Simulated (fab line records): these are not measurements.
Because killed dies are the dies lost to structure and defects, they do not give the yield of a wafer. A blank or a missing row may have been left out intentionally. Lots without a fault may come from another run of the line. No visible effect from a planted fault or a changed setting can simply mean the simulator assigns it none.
Which tool was responsible? / flow sky130 / 12 lots, 36 wafers sampled, at 5 steps of a route of 708

## WHAT THE GAUGES READ, wafer by wafer
SKY_POLY_GATE_OVL_MEAS_14.
lot=L305; measured=day 18 08:28; on=overlay-01; POLY_GATE_OVL (nm)=1 -9 -8
lot=L303; measured=day 18 13:01; on=overlay-02; POLY_GATE_OVL (nm)=0 1 -9
lot=L304; measured=day 18 19:22; on=overlay-02; POLY_GATE_OVL (nm)=1 -5 -9
lot=L307; measured=day 19 06:05; on=overlay-02; POLY_GATE_OVL (nm)=11 2 2
lot=L308; measured=day 19 10:11; on=overlay-01; POLY_GATE_OVL (nm)=22 22 18 23 19 18
lot=L309; measured=day 19 22:53; on=overlay-01; POLY_GATE_OVL (nm)=33 28 33 30 28 30
lot=L312; measured=day 20 21:34; on=overlay-01; POLY_GATE_OVL (nm)=33 30 34 29 27 31
lot=L313; measured=day 21 06:22; on=overlay-01; POLY_GATE_OVL (nm)=5 2 0
lot=L315; measured=day 21 21:28; on=overlay-02; POLY_GATE_OVL (nm)=3 -8 -1
lot=L320; measured=day 23 18:49; on=overlay-02; POLY_GATE_OVL (nm)=11 -4 1
lot=L321; measured=day 24 07:56; on=overlay-02; POLY_GATE_OVL (nm)=2 2 -2
lot=L322; measured=day 24 09:14; on=overlay-01; POLY_GATE_OVL (nm)=2 2 1

SKY_SD_N_CD_MEAS_07: target cd 380 nm.
lot=L305; measured=day 29 16:41; on=cd-sem-01; cd-nm (nm)=376.6 374.5 375.0
lot=L303; measured=day 29 21:35; on=cd-sem-02; cd-nm (nm)=381.2 384.5 382.4
lot=L304; measured=day 30 02:38; on=cd-sem-02; cd-nm (nm)=382.8 381.3 381.3
lot=L307; measured=day 30 11:17; on=cd-sem-02; cd-nm (nm)=382.7 381.3 379.6
lot=L308; measured=day 30 15:46; on=cd-sem-02; cd-nm (nm)=379.6 380.5 380.3
lot=L309; measured=day 31 02:11; on=cd-sem-01; cd-nm (nm)=376.2 377.1 373.8
lot=L312; measured=day 31 22:33; on=cd-sem-02; cd-nm (nm)=379.7 379.7 380.8
lot=L313; measured=day 32 08:53; on=cd-sem-01; cd-nm (nm)=383.0 384.7 383.4
lot=L315; measured=day 32 19:28; on=cd-sem-01; cd-nm (nm)=381.0 379.2 380.5
lot=L320; measured=day 34 11:23; on=cd-sem-02; cd-nm (nm)=379.6 379.1 380.9
lot=L321; measured=day 34 23:58; on=cd-sem-02; cd-nm (nm)=377.9 380.9 378.1
lot=L322; measured=day 35 05:39; on=cd-sem-02; cd-nm (nm)=373.9 376.6 375.8

## WHICH TOOL RAN EACH LOT (tool, then ch and the chambers of the sampled wafers, then the start)
lot=L305; SKY_FIELD_ISO_STRIP_16=plasma-asher-04 ch 0,1, day 3 03:55; SKY_POLY_GATE_EXPOSE_10=krf-scanner-01 ch 0, day 17 17:20; SKY_LDD_HVP_STRIP_09=plasma-asher-02 ch 0,1, day 23 14:35
lot=L303; SKY_FIELD_ISO_STRIP_16=plasma-asher-02 ch 0,1, day 3 04:04; SKY_POLY_GATE_EXPOSE_10=krf-scanner-01 ch 0, day 17 22:13; SKY_LDD_HVP_STRIP_09=plasma-asher-04 ch 0,1, day 23 18:38
lot=L304; SKY_FIELD_ISO_STRIP_16=plasma-asher-04 ch 0,1, day 3 04:25; SKY_POLY_GATE_EXPOSE_10=krf-scanner-01 ch 0, day 18 04:18; SKY_LDD_HVP_STRIP_09=plasma-asher-01 ch 0,1, day 24 01:14
lot=L307; SKY_FIELD_ISO_STRIP_16=plasma-asher-04 ch 0,1, day 3 12:40; SKY_POLY_GATE_EXPOSE_10=krf-scanner-01 ch 0, day 18 15:32; SKY_LDD_HVP_STRIP_09=plasma-asher-04 ch 0,1, day 24 09:52
lot=L308; SKY_FIELD_ISO_STRIP_16=plasma-asher-01 ch 0,1, day 3 17:29; SKY_POLY_GATE_EXPOSE_10=krf-scanner-01 ch 0, day 18 19:14; SKY_LDD_HVP_STRIP_09=plasma-asher-04 ch 0,1, day 24 14:25
lot=L309; SKY_FIELD_ISO_STRIP_16=plasma-asher-04 ch 0,1, day 3 20:59; SKY_POLY_GATE_EXPOSE_10=krf-scanner-01 ch 0, day 19 07:56; SKY_LDD_HVP_STRIP_09=plasma-asher-04 ch 0,1, day 25 02:31
lot=L312; SKY_FIELD_ISO_STRIP_16=plasma-asher-04 ch 0,1, day 4 16:19; SKY_POLY_GATE_EXPOSE_10=krf-scanner-01 ch 0, day 20 06:55; SKY_LDD_HVP_STRIP_09=plasma-asher-04 ch 1, day 26 01:35
lot=L313; SKY_FIELD_ISO_STRIP_16=plasma-asher-01 ch 0,1, day 4 19:31; SKY_POLY_GATE_EXPOSE_10=krf-scanner-02 ch 0, day 20 15:31; SKY_LDD_HVP_STRIP_09=plasma-asher-04 ch 0,1, day 26 09:17
lot=L315; SKY_FIELD_ISO_STRIP_16=plasma-asher-01 ch 0,1, day 5 07:37; SKY_POLY_GATE_EXPOSE_10=krf-scanner-02 ch 0, day 21 05:55; SKY_LDD_HVP_STRIP_09=plasma-asher-04 ch 0,1, day 26 23:05
lot=L320; SKY_FIELD_ISO_STRIP_16=plasma-asher-02 ch 0,1, day 6 08:22; SKY_POLY_GATE_EXPOSE_10=krf-scanner-02 ch 0, day 23 03:40; SKY_LDD_HVP_STRIP_09=plasma-asher-01 ch 0,1, day 28 17:17
lot=L321; SKY_FIELD_ISO_STRIP_16=plasma-asher-02 ch 0,1, day 6 14:19; SKY_POLY_GATE_EXPOSE_10=krf-scanner-02 ch 0, day 23 17:10; SKY_LDD_HVP_STRIP_09=plasma-asher-01 ch 0,1, day 29 06:02
lot=L322; SKY_FIELD_ISO_STRIP_16=plasma-asher-02 ch 0,1, day 6 18:40; SKY_POLY_GATE_EXPOSE_10=krf-scanner-02 ch 0, day 23 18:39; SKY_LDD_HVP_STRIP_09=plasma-asher-01 ch 0,1, day 29 09:31
- SKY_FIELD_ISO_STRIP_16: strips in O2/N2.
- SKY_POLY_GATE_EXPOSE_10: exposes mask P1M, target cd 150 nm.
- SKY_LDD_HVP_STRIP_09: strips in O2/N2.

## AS READ BY THE TOOLS THEMSELVES (means over the sampled wafers that have a number; for cases with no such wafer, the mark the record gives instead)
SKY_FIELD_ISO_STRIP_16.
lot=L305; tool=plasma-asher-04; drypump-motor-current-A (A)=6.5; o2-flow-sccm (sccm)=2997; oes-product-au (a.u.)=0.375; strip-time-to-endpoint-s (s)=3.52
lot=L303; tool=plasma-asher-02; drypump-motor-current-A (A)=5.8; o2-flow-sccm (sccm)=2998; oes-product-au (a.u.)=0.376; strip-time-to-endpoint-s (s)=3.55
lot=L304; tool=plasma-asher-04; drypump-motor-current-A (A)=6.6; o2-flow-sccm (sccm)=2999; oes-product-au (a.u.)=0.378; strip-time-to-endpoint-s (s)=3.53
lot=L307; tool=plasma-asher-04; drypump-motor-current-A (A)=6.5; o2-flow-sccm (sccm)=2991; oes-product-au (a.u.)=0.380; strip-time-to-endpoint-s (s)=3.58
lot=L308; tool=plasma-asher-01; drypump-motor-current-A (A)=6.1; o2-flow-sccm (sccm)=2999; oes-product-au (a.u.)=0.377; strip-time-to-endpoint-s (s)=3.57
lot=L309; tool=plasma-asher-04; drypump-motor-current-A (A)=6.6; o2-flow-sccm (sccm)=2998; oes-product-au (a.u.)=0.377; strip-time-to-endpoint-s (s)=3.53
lot=L312; tool=plasma-asher-04; drypump-motor-current-A (A)=6.5; o2-flow-sccm (sccm)=3006; oes-product-au (a.u.)=0.373; strip-time-to-endpoint-s (s)=3.54
lot=L313; tool=plasma-asher-01; drypump-motor-current-A (A)=6.1; o2-flow-sccm (sccm)=2996; oes-product-au (a.u.)=0.376; strip-time-to-endpoint-s (s)=3.52
lot=L315; tool=plasma-asher-01; drypump-motor-current-A (A)=6.1; o2-flow-sccm (sccm)=2993; oes-product-au (a.u.)=0.376; strip-time-to-endpoint-s (s)=3.52
lot=L320; tool=plasma-asher-02; drypump-motor-current-A (A)=5.6; o2-flow-sccm (sccm)=3002; oes-product-au (a.u.)=0.382; strip-time-to-endpoint-s (s)=3.56
lot=L321; tool=plasma-asher-02; drypump-motor-current-A (A)=5.8; o2-flow-sccm (sccm)=3005; oes-product-au (a.u.)=0.382; strip-time-to-endpoint-s (s)=3.56
lot=L322; tool=plasma-asher-02; drypump-motor-current-A (A)=5.8; o2-flow-sccm (sccm)=2997; oes-product-au (a.u.)=0.377; strip-time-to-endpoint-s (s)=3.54

SKY_POLY_GATE_EXPOSE_10.
lot=L305; tool=krf-scanner-01; focus-offset-nm (nm)=-0.1
lot=L303; tool=krf-scanner-01; focus-offset-nm (nm)=0.1
lot=L304; tool=krf-scanner-01; focus-offset-nm (nm)=0.3
lot=L307; tool=krf-scanner-01; focus-offset-nm (nm)=0.2
lot=L308; tool=krf-scanner-01; focus-offset-nm (nm)=-0.3
lot=L309; tool=krf-scanner-01; focus-offset-nm (nm)=0.3
lot=L312; tool=krf-scanner-01; focus-offset-nm (nm)=0.1
lot=L313; tool=krf-scanner-02; focus-offset-nm (nm)=0.8
lot=L315; tool=krf-scanner-02; focus-offset-nm (nm)=-0.0
lot=L320; tool=krf-scanner-02; focus-offset-nm (nm)=-0.3
lot=L321; tool=krf-scanner-02; focus-offset-nm (nm)=0.1
lot=L322; tool=krf-scanner-02; focus-offset-nm (nm)=0.8

SKY_LDD_HVP_STRIP_09.
lot=L305; tool=plasma-asher-02; drypump-motor-current-A (A)=5.8; o2-flow-sccm (sccm)=2993; oes-product-au (a.u.)=0.405; strip-time-to-endpoint-s (s)=4.144
lot=L303; tool=plasma-asher-04; drypump-motor-current-A (A)=6.5; o2-flow-sccm (sccm)=2995; oes-product-au (a.u.)=0.403; strip-time-to-endpoint-s (s)=4.135
lot=L304; tool=plasma-asher-01; drypump-motor-current-A (A)=6.1; o2-flow-sccm (sccm)=3000; oes-product-au (a.u.)=0.411; strip-time-to-endpoint-s (s)=4.145
lot=L307; tool=plasma-asher-04; drypump-motor-current-A (A)=6.5; o2-flow-sccm (sccm)=3003; oes-product-au (a.u.)=0.404; strip-time-to-endpoint-s (s)=4.131
lot=L308; tool=plasma-asher-04; drypump-motor-current-A (A)=6.6; o2-flow-sccm (sccm)=2998; oes-product-au (a.u.)=0.410; strip-time-to-endpoint-s (s)=4.146
lot=L309; tool=plasma-asher-04; drypump-motor-current-A (A)=6.6; o2-flow-sccm (sccm)=3004; oes-product-au (a.u.)=0.409; strip-time-to-endpoint-s (s)=4.139
lot=L312; tool=plasma-asher-04; drypump-motor-current-A (A)=6.8; o2-flow-sccm (sccm)=3006; oes-product-au (a.u.)=0.408; strip-time-to-endpoint-s (s)=4.134
lot=L313; tool=plasma-asher-04; drypump-motor-current-A (A)=6.5; o2-flow-sccm (sccm)=2995; oes-product-au (a.u.)=0.408; strip-time-to-endpoint-s (s)=4.160
lot=L315; tool=plasma-asher-04; drypump-motor-current-A (A)=6.5; o2-flow-sccm (sccm)=3001; oes-product-au (a.u.)=0.404; strip-time-to-endpoint-s (s)=4.123
lot=L320; tool=plasma-asher-01; drypump-motor-current-A (A)=5.9; o2-flow-sccm (sccm)=3002; oes-product-au (a.u.)=0.409; strip-time-to-endpoint-s (s)=4.124
lot=L321; tool=plasma-asher-01; drypump-motor-current-A (A)=6.1; o2-flow-sccm (sccm)=3001; oes-product-au (a.u.)=0.411; strip-time-to-endpoint-s (s)=4.123
lot=L322; tool=plasma-asher-01; drypump-motor-current-A (A)=5.9; o2-flow-sccm (sccm)=3001; oes-product-au (a.u.)=0.403; strip-time-to-endpoint-s (s)=4.130

## THE ANSWER, worked out from the rows above alone
Rule: the usual values come from the lots themselves. The widest of any qualifying gaps counts: lots, ordered by their means at a reading, are off when they make up no more than a third of the lots, leave a main group of 4 or more, and stand apart from it by 3 or more times the standard deviation of that group's means. The tables above print the reading to a certain number of digits; a main group whose means all agree to those digits is not used. Also off: a lot with no number at a reading for which 4 or more lots have one. All remaining lots with rows at the step are treated as sound. Order of review: gauges by route order, followed by the tools' own readings, for which a lot's mean as printed above is used. At the first step where some lot is off, the reading lying furthest off is the one used; lots without a number count as furthest.
Off: L308, L309, L312, at SKY_POLY_GATE_OVL_MEAS_14 (POLY_GATE_OVL). Mean -0 nm and standard deviation 3.3 in the main group.
If a tool, at a process step before that reading, ran all the lots that are off and no sound lot after the first of them, it fits. Those tools and the gauges at SKY_POLY_GATE_OVL_MEAS_14 are tried in the same way. One fits: krf-scanner-01 at SKY_POLY_GATE_EXPOSE_10. A fault onset in the window from L307 (day 18 15:32, its last sound lot) to L308 (day 18 19:14, its first lot off) fits.

## WHAT WAS PUT IN BY THE SIMULATOR
Scanner matching overlay: krf-scanner-01, from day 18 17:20 on, at SKY_POLY_GATE_EXPOSE_10. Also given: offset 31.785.
Lots struck among those shown: L308, L309, L312. The rule given above showed the same thing.
